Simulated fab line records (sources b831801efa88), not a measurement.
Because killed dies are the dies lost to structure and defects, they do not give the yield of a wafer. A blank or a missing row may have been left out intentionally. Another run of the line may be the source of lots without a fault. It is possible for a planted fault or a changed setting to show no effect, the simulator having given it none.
Matching of chambers	flow sky130	SKY_SPACER_ETCHBACK_02 on rie_diel-02 has 4 sister chambers
The step etches Si3N4 in CH3F/O2, stops on SiO2, time 46.7 s, target depth 45 nm. 4 wafers are shown with their chamber, then 11 later ones without.

WAFERS WITH THEIR CHAMBER
wafer	chamber	drypump_motor_current_A (A)
L079.1	0	6.0
L085.5	2	5.9
L084.5	1	5.7
L086.1	3	5.6

WAFERS WITHOUT THEIR CHAMBER
wafer	drypump_motor_current_A (A)
L086.2	5.9
L086.6	5.9
L091.1	6.0
L091.4	5.6
L091.5	6.0
L095.1	6.0
L095.3	5.5
L095.6	6.0
L096.1	6.0
L096.2	5.9
L096.5	6.0

EACH ONE'S CHAMBER
wafer	from the rows above	in truth
L086.2	2	2
L086.6	2	2
L091.1	0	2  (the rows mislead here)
L091.4	3	3
L091.5	0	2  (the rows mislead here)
L095.1	0	0
L095.3	3	3
L095.6	0	0
L096.1	0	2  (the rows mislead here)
L096.2	2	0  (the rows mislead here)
L096.5	0	0
Correctly placed: 7 of 11. Can't be placed from these rows: 0. Number placed wrongly: 4.
How it was worked out, from the rows above alone: a wafer's distance from a chamber is the root of the sum, over the readings, of the square of ((its reading less the chamber's mean) divided by the reading's scatter). If the next closest chamber is less than 2 further off than the closest, the wafer can't be placed; otherwise it belongs to the closest. Each chamber's mean is taken over the wafers shown for it. The scatter (one wafer shown for each chamber): square how far every hidden wafer sits from the nearest shown wafer, average those squares and take the square root.
